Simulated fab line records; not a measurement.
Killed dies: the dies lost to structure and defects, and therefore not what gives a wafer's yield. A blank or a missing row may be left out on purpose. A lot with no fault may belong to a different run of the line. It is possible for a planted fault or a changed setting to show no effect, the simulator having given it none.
Matching of chambers :: flow sky130 :: rie_diel-02 running SKY_VIA4_ETCH_12: 4 sister chambers
The step etches SiO2 in C4F8/O2/Ar, stops on TiN, target depth 580 nm. 16 wafers are shown with their chamber, then 8 later ones without.

WAFERS, EACH WITH ITS CHAMBER
wafer: L868.2
chamber: 2
oes_product_au (a.u.): 0.926

wafer: L868.3
chamber: 3
oes_product_au (a.u.): 0.925

wafer: L868.6
chamber: 2
oes_product_au (a.u.): 0.923

wafer: L870.2
chamber: 3
oes_product_au (a.u.): 0.925

wafer: L870.3
chamber: 2
oes_product_au (a.u.): 0.928

wafer: L870.5
chamber: 0
oes_product_au (a.u.): 0.925

wafer: L872.2
chamber: 0
oes_product_au (a.u.): 0.933

wafer: L872.4
chamber: 3
oes_product_au (a.u.): 0.925

wafer: L872.6
chamber: 3
oes_product_au (a.u.): 0.918

wafer: L875.1
chamber: 1
oes_product_au (a.u.): 0.925

wafer: L875.3
chamber: 0
oes_product_au (a.u.): 0.924

wafer: L875.5
chamber: 3
oes_product_au (a.u.): 0.922

wafer: L881.3
chamber: 2
oes_product_au (a.u.): 0.925

wafer: L881.5
chamber: 0
oes_product_au (a.u.): 0.923

wafer: L881.6
chamber: 1
oes_product_au (a.u.): 0.924

wafer: L887.1
chamber: 2
oes_product_au (a.u.): 0.926

SIGNATURES (averages over the wafers above)
reading: oes_product_au
chamber 0: 0.92625
chamber 1: 0.92450
chamber 2: 0.92560
chamber 3: 0.92300
scatter within a chamber: 0.00309
Rule: for each reading, subtract the chamber's mean from the wafer's reading, divide by that reading's scatter and square the result; add these up over the readings and take the root, which gives the wafer's distance from the chamber. If the next closest chamber is less than 2 further off than the closest, the wafer can't be placed; otherwise it belongs to the closest. The scatter: the root of (the sum of the squares of (reading less its chamber's mean) over the shown wafers, divided by (wafers less chambers)).

WAFERS WITH NO CHAMBER GIVEN
wafer: L887.3
oes_product_au (a.u.): 0.920

wafer: L887.5
oes_product_au (a.u.): 0.923

wafer: L889.2
oes_product_au (a.u.): 0.921

wafer: L889.3
oes_product_au (a.u.): 0.928

wafer: L889.4
oes_product_au (a.u.): 0.918

wafer: L890.1
oes_product_au (a.u.): 0.918

wafer: L890.3
oes_product_au (a.u.): 0.924

wafer: L890.4
oes_product_au (a.u.): 0.924

CHAMBER TAKEN BY EACH
wafer: L887.3
from the rows above: can't be placed: 3 or 1 or 2 or 0
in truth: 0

wafer: L887.5
from the rows above: can't be placed: 3 or 1 or 2 or 0
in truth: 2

wafer: L889.2
from the rows above: can't be placed: 3 or 1 or 2 or 0
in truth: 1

wafer: L889.3
from the rows above: can't be placed: 0 or 2 or 1 or 3
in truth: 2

wafer: L889.4
from the rows above: can't be placed: 3 or 1 or 2 or 0
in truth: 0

wafer: L890.1
from the rows above: can't be placed: 3 or 1 or 2 or 0
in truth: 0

wafer: L890.3
from the rows above: can't be placed: 1 or 3 or 2 or 0
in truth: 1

wafer: L890.4
from the rows above: can't be placed: 1 or 3 or 2 or 0
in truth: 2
Correctly placed: 0 of 8. Cannot be placed on the basis of these rows: 8; the candidates contain the true chamber in 8. Number placed wrongly: 0.
